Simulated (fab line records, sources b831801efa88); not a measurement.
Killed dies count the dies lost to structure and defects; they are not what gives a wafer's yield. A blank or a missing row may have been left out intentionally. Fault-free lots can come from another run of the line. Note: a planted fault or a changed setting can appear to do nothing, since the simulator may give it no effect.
The tool behind it: which one? / flow gf180mcu / Sampling: 7 lots, 21 wafers, 2 of 602 route steps

## WHAT THE GAUGES SHOWED, per wafer
GF_MIM_THK_MEAS_06.
lot=L759; measured=day 25 03:51; on=film_metro-02; MIM_CVD_05_THK (nm)=40.1 39.7 40.7
lot=L762; measured=day 26 03:07; on=film_metro-03; MIM_CVD_05_THK (nm)=39.5 40.0 40.7
lot=L764; measured=day 27 01:59; on=film_metro-02; MIM_CVD_05_THK (nm)=39.7 40.2 39.9
lot=L767; measured=day 27 23:39; on=film_metro-01; MIM_CVD_05_THK (nm)=40.7 40.9 40.4
lot=L769; measured=day 28 18:35; on=film_metro-03; MIM_CVD_05_THK (nm)=41.1 40.7 41.3
lot=L776; measured=day 30 10:27; on=film_metro-01; MIM_CVD_05_THK (nm)=39.8 40.0 40.6
lot=L779; measured=day 31 08:17; on=film_metro-02; MIM_CVD_05_THK (nm)=39.8 40.8 41.0

## TOOL THAT RAN EACH LOT (tool first, then ch and the chambers of the sampled wafers, then the start)
lot=L759; GF_V4_SPUTTER_22=pvd_sputter-03, day 25 02:57
lot=L762; GF_V4_SPUTTER_22=pvd_sputter-03, day 26 02:14
lot=L764; GF_V4_SPUTTER_22=pvd_sputter-03, day 27 01:06
lot=L767; GF_V4_SPUTTER_22=pvd_sputter-04, day 27 22:44
lot=L769; GF_V4_SPUTTER_22=pvd_sputter-03, day 28 17:40
lot=L776; GF_V4_SPUTTER_22=pvd_sputter-04, day 30 09:34
lot=L779; GF_V4_SPUTTER_22=pvd_sputter-01, day 31 07:23
- GF_V4_SPUTTER_22: material TiN, target thk 10 nm, time 40 s.

## THE ANSWER, worked out from the rows above alone
Rule: the usual values come from the lots themselves. The widest of any qualifying gaps counts: lots, ordered by their means at a reading, are off when they make up no more than a third of the lots, leave a main group of 4 or more, and stand apart from it by 3 or more times the standard deviation of that group's means. If all means in a main group match to the digits the tables above print for the reading, that group is not used. Also off: a lot with no number at a reading for which 4 or more lots have one. The other lots that the step has rows for count as sound.
None of the lots is off at any reading shown; this tells nothing.

## WHAT THE SIMULATOR HAD PUT IN
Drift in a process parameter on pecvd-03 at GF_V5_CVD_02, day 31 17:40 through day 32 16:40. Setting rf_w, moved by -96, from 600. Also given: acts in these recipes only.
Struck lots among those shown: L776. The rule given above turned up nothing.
